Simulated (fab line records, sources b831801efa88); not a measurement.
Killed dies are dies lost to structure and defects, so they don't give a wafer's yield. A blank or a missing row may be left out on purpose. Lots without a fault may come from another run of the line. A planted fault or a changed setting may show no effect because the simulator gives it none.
A sampling plan put to the test | flow gf180mcu | one fab line, 54 faults that these records tell of, each judged on the records of the lots that it struck
The plan is the line's own looks: the steps of the route at which a gauge or an inspection reads the wafer and doesn't change it. A look can be judged if struck wafers have a number there and the file gives its usual mean and standard deviation on fault-free wafers. Caught: at a look after the fault's first step, the mean of the struck wafers lies 4 or more of those standard deviations (sigma) from the usual mean. On the tool: the same test on the tool's own readings at the fault's steps. Another recipe on the struck wafers, or a record that is blank for them alone, also counts as caught.

THE FAULTS, as the simulator had put them in
1. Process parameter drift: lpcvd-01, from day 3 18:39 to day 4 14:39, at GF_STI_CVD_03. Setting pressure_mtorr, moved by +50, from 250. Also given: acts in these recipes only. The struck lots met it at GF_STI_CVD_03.
2. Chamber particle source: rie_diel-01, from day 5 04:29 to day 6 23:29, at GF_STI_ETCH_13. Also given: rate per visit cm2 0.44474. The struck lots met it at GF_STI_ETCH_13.
3. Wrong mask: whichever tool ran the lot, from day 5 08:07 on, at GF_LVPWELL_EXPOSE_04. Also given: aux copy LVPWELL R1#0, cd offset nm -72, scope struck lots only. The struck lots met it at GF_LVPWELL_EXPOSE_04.
4. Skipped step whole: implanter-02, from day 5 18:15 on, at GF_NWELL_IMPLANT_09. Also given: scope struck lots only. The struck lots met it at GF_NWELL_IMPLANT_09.
5. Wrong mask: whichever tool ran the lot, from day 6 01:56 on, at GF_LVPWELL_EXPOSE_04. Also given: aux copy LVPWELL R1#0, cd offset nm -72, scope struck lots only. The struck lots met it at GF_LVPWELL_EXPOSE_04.
6. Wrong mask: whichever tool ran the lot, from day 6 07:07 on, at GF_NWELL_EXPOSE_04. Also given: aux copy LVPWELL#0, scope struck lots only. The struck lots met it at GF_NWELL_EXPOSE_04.
7. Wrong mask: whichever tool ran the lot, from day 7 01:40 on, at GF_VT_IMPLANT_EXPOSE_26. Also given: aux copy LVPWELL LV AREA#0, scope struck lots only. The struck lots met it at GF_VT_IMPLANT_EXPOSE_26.
8. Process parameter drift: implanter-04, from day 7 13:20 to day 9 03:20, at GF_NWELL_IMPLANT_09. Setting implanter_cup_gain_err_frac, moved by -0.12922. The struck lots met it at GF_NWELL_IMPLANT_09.
9. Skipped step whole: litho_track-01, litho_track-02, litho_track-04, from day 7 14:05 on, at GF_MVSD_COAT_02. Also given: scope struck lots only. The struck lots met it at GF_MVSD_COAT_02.
10. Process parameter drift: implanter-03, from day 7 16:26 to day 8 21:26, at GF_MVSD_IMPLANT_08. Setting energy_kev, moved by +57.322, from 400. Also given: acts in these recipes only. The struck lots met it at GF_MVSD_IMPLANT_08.
11. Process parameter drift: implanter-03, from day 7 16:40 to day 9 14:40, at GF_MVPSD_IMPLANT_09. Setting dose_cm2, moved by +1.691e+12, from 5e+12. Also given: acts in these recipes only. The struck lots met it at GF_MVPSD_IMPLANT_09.
12. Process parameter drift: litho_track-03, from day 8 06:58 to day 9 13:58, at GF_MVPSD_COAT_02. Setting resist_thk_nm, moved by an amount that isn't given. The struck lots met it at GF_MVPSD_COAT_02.
13. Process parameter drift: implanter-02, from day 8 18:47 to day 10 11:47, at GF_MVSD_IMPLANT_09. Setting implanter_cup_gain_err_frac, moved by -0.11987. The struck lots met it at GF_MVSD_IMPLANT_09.
14. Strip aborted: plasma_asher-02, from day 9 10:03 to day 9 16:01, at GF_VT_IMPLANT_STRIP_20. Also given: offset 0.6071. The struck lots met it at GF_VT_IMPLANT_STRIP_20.
15. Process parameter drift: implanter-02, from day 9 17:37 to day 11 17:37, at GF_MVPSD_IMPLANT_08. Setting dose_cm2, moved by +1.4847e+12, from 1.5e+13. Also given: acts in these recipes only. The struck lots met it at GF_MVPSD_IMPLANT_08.
16. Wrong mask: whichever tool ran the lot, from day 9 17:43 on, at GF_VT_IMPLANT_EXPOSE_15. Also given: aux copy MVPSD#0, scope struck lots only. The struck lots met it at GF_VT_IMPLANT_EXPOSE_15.
17. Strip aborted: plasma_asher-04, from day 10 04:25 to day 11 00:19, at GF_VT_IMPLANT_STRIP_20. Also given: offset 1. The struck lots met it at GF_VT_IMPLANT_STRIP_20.
18. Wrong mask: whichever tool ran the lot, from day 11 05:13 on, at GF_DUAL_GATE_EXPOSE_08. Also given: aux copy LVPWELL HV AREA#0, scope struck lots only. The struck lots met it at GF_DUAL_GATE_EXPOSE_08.
19. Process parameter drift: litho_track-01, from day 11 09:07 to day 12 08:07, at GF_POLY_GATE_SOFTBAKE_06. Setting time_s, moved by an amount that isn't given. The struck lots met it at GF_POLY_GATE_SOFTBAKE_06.
20. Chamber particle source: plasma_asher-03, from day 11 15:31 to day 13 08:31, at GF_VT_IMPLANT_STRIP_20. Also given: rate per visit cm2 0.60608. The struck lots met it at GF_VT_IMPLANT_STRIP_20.
21. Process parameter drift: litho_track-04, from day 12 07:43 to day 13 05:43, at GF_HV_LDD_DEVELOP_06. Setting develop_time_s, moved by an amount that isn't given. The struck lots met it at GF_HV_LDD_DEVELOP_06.
22. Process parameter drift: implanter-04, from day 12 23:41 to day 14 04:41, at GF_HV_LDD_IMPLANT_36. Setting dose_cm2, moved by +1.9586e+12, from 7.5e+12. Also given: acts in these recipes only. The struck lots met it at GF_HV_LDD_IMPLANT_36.
23. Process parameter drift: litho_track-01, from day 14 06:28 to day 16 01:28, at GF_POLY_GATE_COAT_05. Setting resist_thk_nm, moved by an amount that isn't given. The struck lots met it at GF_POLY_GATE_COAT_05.
24. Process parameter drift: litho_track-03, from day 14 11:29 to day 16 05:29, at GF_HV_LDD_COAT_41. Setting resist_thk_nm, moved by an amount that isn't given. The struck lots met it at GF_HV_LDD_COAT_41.
25. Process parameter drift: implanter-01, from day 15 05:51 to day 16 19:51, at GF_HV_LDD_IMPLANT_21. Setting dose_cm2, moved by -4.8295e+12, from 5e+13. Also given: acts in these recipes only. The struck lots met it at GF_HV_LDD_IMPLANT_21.
26. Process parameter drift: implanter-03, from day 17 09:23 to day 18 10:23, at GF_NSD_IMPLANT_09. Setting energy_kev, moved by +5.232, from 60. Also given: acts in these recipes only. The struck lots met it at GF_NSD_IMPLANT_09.
27. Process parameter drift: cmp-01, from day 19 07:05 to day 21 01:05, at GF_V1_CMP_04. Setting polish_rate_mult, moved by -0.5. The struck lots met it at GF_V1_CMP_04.
28. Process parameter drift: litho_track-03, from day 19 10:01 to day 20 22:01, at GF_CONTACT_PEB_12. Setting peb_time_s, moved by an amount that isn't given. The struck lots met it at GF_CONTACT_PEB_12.
29. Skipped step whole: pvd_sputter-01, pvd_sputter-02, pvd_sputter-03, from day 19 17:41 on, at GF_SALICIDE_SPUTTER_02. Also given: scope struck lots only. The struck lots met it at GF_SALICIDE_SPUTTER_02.
30. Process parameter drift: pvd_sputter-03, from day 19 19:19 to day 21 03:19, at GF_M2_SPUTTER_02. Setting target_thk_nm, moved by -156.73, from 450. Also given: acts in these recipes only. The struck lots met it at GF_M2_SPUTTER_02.
31. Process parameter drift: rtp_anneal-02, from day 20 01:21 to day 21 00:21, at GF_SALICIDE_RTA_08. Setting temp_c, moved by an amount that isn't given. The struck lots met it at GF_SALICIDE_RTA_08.
32. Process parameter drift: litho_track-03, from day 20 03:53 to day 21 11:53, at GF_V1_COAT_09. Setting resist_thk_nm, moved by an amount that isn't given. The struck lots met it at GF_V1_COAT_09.
33. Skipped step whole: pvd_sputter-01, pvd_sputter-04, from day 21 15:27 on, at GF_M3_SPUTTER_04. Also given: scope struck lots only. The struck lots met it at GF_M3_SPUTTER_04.
34. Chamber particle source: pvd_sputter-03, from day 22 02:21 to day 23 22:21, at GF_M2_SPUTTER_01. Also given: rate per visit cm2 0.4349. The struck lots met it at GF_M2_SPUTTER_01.
35. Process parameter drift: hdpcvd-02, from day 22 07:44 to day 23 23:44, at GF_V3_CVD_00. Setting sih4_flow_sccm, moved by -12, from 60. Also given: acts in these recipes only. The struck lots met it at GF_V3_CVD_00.
36. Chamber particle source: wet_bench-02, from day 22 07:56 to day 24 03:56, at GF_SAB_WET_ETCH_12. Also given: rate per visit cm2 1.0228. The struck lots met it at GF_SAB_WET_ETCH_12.
37. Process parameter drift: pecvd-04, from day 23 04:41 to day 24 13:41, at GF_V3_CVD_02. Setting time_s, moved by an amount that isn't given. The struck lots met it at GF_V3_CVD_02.
38. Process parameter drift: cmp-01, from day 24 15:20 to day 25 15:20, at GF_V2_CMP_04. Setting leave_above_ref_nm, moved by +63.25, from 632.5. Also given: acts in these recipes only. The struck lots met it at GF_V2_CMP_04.
39. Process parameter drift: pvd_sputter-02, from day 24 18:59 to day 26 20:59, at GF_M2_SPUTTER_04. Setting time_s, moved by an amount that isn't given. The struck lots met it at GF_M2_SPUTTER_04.
40. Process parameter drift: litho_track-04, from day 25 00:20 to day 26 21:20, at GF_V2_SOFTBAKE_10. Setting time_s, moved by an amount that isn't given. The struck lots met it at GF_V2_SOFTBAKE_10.
41. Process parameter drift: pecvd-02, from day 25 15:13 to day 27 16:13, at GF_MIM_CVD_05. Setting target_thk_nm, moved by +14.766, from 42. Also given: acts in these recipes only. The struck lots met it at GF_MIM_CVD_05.
42. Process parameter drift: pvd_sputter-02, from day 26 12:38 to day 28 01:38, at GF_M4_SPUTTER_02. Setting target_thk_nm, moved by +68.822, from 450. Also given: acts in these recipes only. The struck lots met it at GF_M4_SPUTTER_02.
43. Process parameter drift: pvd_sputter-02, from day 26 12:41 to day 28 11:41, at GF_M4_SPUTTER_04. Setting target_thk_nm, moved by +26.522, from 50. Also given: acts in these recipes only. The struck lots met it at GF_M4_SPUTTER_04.
44. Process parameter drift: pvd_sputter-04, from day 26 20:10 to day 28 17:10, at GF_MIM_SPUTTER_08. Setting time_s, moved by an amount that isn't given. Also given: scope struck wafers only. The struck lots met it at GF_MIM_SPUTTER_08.
45. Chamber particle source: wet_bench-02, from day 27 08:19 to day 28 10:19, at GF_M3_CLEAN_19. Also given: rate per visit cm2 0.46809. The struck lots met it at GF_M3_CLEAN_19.
46. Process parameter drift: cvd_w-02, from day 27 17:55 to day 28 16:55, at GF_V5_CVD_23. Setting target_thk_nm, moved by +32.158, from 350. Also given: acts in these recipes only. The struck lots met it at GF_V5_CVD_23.
47. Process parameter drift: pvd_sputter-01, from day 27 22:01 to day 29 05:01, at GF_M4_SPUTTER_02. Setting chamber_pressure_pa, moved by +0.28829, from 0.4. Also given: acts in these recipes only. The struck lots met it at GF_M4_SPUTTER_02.
48. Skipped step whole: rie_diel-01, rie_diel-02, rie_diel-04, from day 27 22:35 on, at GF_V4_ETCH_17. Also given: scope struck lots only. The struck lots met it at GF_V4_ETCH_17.
49. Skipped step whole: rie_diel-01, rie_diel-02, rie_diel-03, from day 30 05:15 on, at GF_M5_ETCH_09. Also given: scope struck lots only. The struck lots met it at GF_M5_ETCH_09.
50. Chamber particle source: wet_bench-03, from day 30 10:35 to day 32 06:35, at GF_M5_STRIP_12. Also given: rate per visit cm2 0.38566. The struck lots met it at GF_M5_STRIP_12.
51. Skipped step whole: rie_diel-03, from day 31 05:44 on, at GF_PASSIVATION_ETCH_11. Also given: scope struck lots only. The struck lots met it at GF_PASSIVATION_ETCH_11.
52. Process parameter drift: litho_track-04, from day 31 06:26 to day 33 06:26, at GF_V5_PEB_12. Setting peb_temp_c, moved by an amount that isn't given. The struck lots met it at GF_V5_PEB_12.
53. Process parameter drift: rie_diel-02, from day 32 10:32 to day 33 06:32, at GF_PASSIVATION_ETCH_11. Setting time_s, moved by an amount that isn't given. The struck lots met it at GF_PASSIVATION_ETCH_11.
54. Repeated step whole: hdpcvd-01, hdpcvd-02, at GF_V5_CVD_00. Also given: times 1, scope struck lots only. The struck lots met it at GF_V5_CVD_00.

WHAT THE PLAN SAW
fault | on the tool itself                               | first look that catches it                      | reading, sigma                                       | median hours from its first step to that look | hours from the fault's start to the first struck lot there | judged looks passed uncaught
1     | pressure_mtorr +93 sigma                         | GF_STI_THK_MEAS_04                              | STI_CVD_03_THK +5.9                                  | 2.0                                           | 7                                                          | 0
2     | under 2 sigma                                    | none of the 2 looks that can be judged after it | -                                                    | -                                             | -                                                          | 2
3     | no reading that can be judged                    | no look after it can be judged                  | -                                                    | -                                             | -                                                          | 0
4     | the tool's record is blank for the struck wafers | GF_NWELL_TW_MEAS_11                             | NWELL_TW -4.2                                        | 0.2                                           | 2                                                          | 0
5     | under 2 sigma                                    | no look after it can be judged                  | -                                                    | -                                             | -                                                          | 0
6     | no reading that can be judged                    | GF_NWELL_TW_MEAS_11                             | NWELL_TW -66                                         | 8.3                                           | 10                                                         | 0
7     | no reading that can be judged                    | GF_VT_IMPLANT_TW_MEAS_32                        | VT_IMPLANT_3_TW -84                                  | 7.3                                           | 10                                                         | 0
8     | beam_on_s +6.7 sigma                             | GF_VT_IMPLANT_RS_MEAS_47                        | NWELL_RS -9.6                                        | 128.1                                         | 133                                                        | 0
9     | the tool's record is blank for the struck wafers | GF_MVPSD_TW_MEAS_11                             | MVPSD_TW +99 or beyond                               | 25.6                                          | 28                                                         | 0
10    | beam_energy_keV +99 or beyond sigma              | GF_VT_IMPLANT_RS_MEAS_46                        | MVSD_RS -8.2                                         | 89.3                                          | 99                                                         | 0
11    | dose_ions_cm2 +99 or beyond sigma                | GF_VT_IMPLANT_RS_MEAS_49                        | MVPSD_RS -20                                         | 69.5                                          | 72                                                         | 0
12    | no reading that can be judged                    | none of the 2 looks that can be judged after it | -                                                    | -                                             | -                                                          | 2
13    | beam_on_s +5.5 sigma                             | GF_VT_IMPLANT_RS_MEAS_46                        | MVSD_RS -6.8                                         | 91.8                                          | 97                                                         | 0
14    | oes_product_au +51 sigma                         | GF_VT_IMPLANT_TW_MEAS_32                        | VT_IMPLANT_3_TW -84                                  | 18.1                                          | 24                                                         | 0
15    | dose_ions_cm2 +99 or beyond sigma                | GF_VT_IMPLANT_RS_MEAS_49                        | MVPSD_RS -16                                         | 77.4                                          | 81                                                         | 1
16    | no reading that can be judged                    | GF_VT_IMPLANT_TW_MEAS_21                        | VT_IMPLANT_2_TW -98                                  | 8.4                                           | 12                                                         | 0
17    | oes_product_au +38 sigma                         | GF_VT_IMPLANT_TW_MEAS_32                        | VT_IMPLANT_3_TW -84                                  | 18.7                                          | 39                                                         | 0
18    | no reading that can be judged                    | no look after it can be judged                  | -                                                    | -                                             | -                                                          | 0
19    | run_length_s +99 or beyond sigma                 | GF_POLY_GATE_CD_MEAS_10                         | cd_nm -5.8                                           | 9.8                                           | 15                                                         | 0
20    | under 2 sigma                                    | not the one look that can be judged after it    | -                                                    | -                                             | -                                                          | 1
21    | under 2 sigma                                    | no look after it can be judged                  | -                                                    | -                                             | -                                                          | 0
22    | dose_ions_cm2 +99 or beyond sigma                | GF_HV_LDD_RS_MEAS_53                            | HV_LDD_RS -5.5                                       | 21.5                                          | 27                                                         | 1
23    | under 2 sigma                                    | not the one look that can be judged after it    | -                                                    | -                                             | -                                                          | 1
24    | under 2 sigma                                    | not the one look that can be judged after it    | -                                                    | -                                             | -                                                          | 1
25    | dose_ions_cm2 -94 sigma                          | none of the 4 looks that can be judged after it | strongest: HV_LDD_2_TW at GF_HV_LDD_TW_MEAS_23, -2.7 | -                                             | -                                                          | 4
26    | beam_energy_keV +99 or beyond sigma              | GF_PSD_RS_MEAS_14                               | NSD_RS -18                                           | 24.6                                          | 37                                                         | 0
27    | time_to_endpoint_s +4.6 sigma                    | no look after it can be judged                  | -                                                    | -                                             | -                                                          | 0
28    | heater_power_total_W +99 or beyond sigma         | GF_CONTACT_CD_MEAS_14                           | cd_nm -10                                            | 0.3                                           | 6                                                          | 0
29    | the tool's record is blank for the struck wafers | GF_SALICIDE_RS_MEAS_04                          | SALICIDE_TIN_RS +99 or beyond                        | 0.1                                           | 6                                                          | 0
30    | under 2 sigma                                    | GF_M2_RS_MEAS_05                                | M2_ALCU_RS +50                                       | 0.1                                           | 12                                                         | 0
31    | wafer_temp_C_max -70 sigma                       | no look after it can be judged                  | -                                                    | -                                             | -                                                          | 0
32    | no reading that can be judged                    | not the one look that can be judged after it    | -                                                    | -                                             | -                                                          | 1
33    | the tool's record is blank for the struck wafers | GF_M3_THK_MEAS_06                               | M3_ALCU_THK +9.7                                     | 0.2                                           | 5                                                          | 0
34    | under 2 sigma                                    | no look after it can be judged                  | -                                                    | -                                             | -                                                          | 0
35    | sih4_flow_sccm -65 sigma                         | GF_V3_THK_MEAS_01                               | V3_CVD_00_THK -21                                    | 0.1                                           | 4                                                          | 0
36    | no reading that can be judged                    | none of the 2 looks that can be judged after it | -                                                    | -                                             | -                                                          | 2
37    | run_length_s -8.3 sigma                          | not the one look that can be judged after it    | strongest: V3_CVD_02_THK at GF_V3_THK_MEAS_03, -3.4  | -                                             | -                                                          | 1
38    | time_to_endpoint_s -4.3 sigma                    | not the one look that can be judged after it    | -                                                    | -                                             | -                                                          | 1
39    | under 2 sigma                                    | none of the 3 looks that can be judged after it | strongest: M2_ALCU_THK at GF_M2_THK_MEAS_06, +2.7    | -                                             | -                                                          | 3
40    | heater_power_total_W +99 or beyond sigma         | GF_V2_CD_MEAS_14                                | cd_nm -8.0                                           | 11.1                                          | 17                                                         | 0
41    | under 2 sigma                                    | GF_MIM_THK_MEAS_06                              | MIM_CVD_05_THK +36                                   | 0.0                                           | 4                                                          | 0
42    | under 2 sigma                                    | GF_M4_RS_MEAS_05                                | M4_ALCU_RS -11                                       | 0.1                                           | 11                                                         | 0
43    | under 2 sigma                                    | GF_M4_THK_MEAS_06                               | M4_ALCU_THK -5.3                                     | 0.2                                           | 11                                                         | 0
44    | under 2 sigma                                    | GF_MIM_RS_MEAS_10                               | MIM_ALCU_RS -25                                      | 0.1                                           | 25                                                         | 0
45    | no reading that can be judged                    | not the one look that can be judged after it    | -                                                    | -                                             | -                                                          | 1
46    | under 2 sigma                                    | GF_V5_RS_MEAS_24                                | V5_W_RS -10                                          | 0.1                                           | 4                                                          | 0
47    | chamber_pressure_pa +99 or beyond sigma          | GF_M4_RS_MEAS_05                                | M4_ALCU_RS +15                                       | 0.1                                           | 4                                                          | 0
48    | the tool's record is blank for the struck wafers | no look after it can be judged                  | -                                                    | -                                             | -                                                          | 0
49    | the tool's record is blank for the struck wafers | no look after it can be judged                  | -                                                    | -                                             | -                                                          | 0
50    | no reading that can be judged                    | no look after it can be judged                  | -                                                    | -                                             | -                                                          | 0
51    | the tool's record is blank for the struck wafers | no look after it can be judged                  | -                                                    | -                                             | -                                                          | 0
52    | heater_power_total_W -52 sigma                   | GF_V5_CD_MEAS_14                                | cd_nm -17                                            | 0.4                                           | 11                                                         | 0
53    | run_length_s +99 or beyond sigma                 | no look after it can be judged                  | -                                                    | -                                             | -                                                          | 0
54    | no reading that can be judged                    | GF_V5_THK_MEAS_01                               | V5_CVD_00_THK +99 or beyond                          | 0.3                                           | -                                                          | 0
A dash: the fault isn't caught, or these records don't give the number.

Caught at a look: 30 of 54. Caught on the tool: 29 of 54. By one or the other: 39 of 54.
Caught on the tool alone: faults 25, 27, 31, 37, 38, 48, 49, 51, 53.
Caught at a look alone: faults 6, 7, 16, 30, 41, 42, 43, 44, 46, 54.
Caught by neither: faults 2, 3, 5, 12, 18, 20, 21, 23, 24, 32, 34, 36, 39, 45, 50.

THINNER SAMPLING
If the look that catches a fault measured only every second or every third lot, by lot number, the first struck lot would be measured this late in the worst case:
fault | struck lots at that look, in order of time | every lot | every second lot | every third lot
1     | L770, L772                                 | 7 h       | may miss all 2   | may miss all 2
4     | L215, L216                                 | 2 h       | 6 h              | may miss all 2
6     | L625                                       | 10 h      | may miss it      | may miss it
7     | L346                                       | 10 h      | may miss it      | may miss it
8     | L115, L117                                 | 133 h     | may miss all 2   | may miss all 2
9     | L821, L822, L823                           | 28 h      | 32 h             | 41 h
10    | L523, L524                                 | 99 h      | 102 h            | may miss all 2
11    | L921, L922                                 | 72 h      | 76 h             | may miss all 2
13    | L536, L537                                 | 97 h      | 104 h            | may miss all 2
14    | L931                                       | 24 h      | may miss it      | may miss it
15    | L872, L874                                 | 81 h      | may miss all 2   | may miss all 2
16    | L409                                       | 12 h      | may miss it      | may miss it
17    | L720                                       | 39 h      | may miss it      | may miss it
19    | L374, L375                                 | 15 h      | 20 h             | may miss all 2
22    | L597, L598                                 | 27 h      | 32 h             | may miss all 2
26    | L791, L792                                 | 37 h      | 41 h             | may miss all 2
28    | L665, L666, L668                           | 6 h       | 12 h             | may miss all 3
29    | L619, L620, L621                           | 6 h       | 9 h              | 23 h
30    | L578, L580                                 | 12 h      | may miss all 2   | may miss all 2
33    | L961, L962                                 | 5 h       | 18 h             | may miss all 2
35    | L459, L461                                 | 4 h       | may miss all 2   | may miss all 2
40    | L331, L333                                 | 17 h      | may miss all 2   | may miss all 2
41    | L286, L288, L290                           | 4 h       | may miss all 3   | 38 h
42    | L425, L427                                 | 11 h      | may miss all 2   | may miss all 2
43    | L479, L481, L484                           | 11 h      | 47 h             | may miss all 3
44    | L871, L872                                 | 25 h      | 32 h             | may miss all 2
46    | L580, L581, L582                           | 4 h       | 10 h             | 16 h
47    | L805, L807                                 | 4 h       | may miss all 2   | may miss all 2
52    | L871, L874                                 | 11 h      | 29 h             | may miss all 2
Hours are from the fault's start to the first struck lot that is measured. The limit of 4 sigma was tested on all struck wafers together, so one lot alone may lie under it. Other struck lots may not be in these records.

THE LONGEST TIMED WAY FROM STEP TO LOOK
Fault 8: a median of 128.1 hours passes between GF_NWELL_IMPLANT_09 and GF_VT_IMPLANT_RS_MEAS_47. No look between them can be judged.
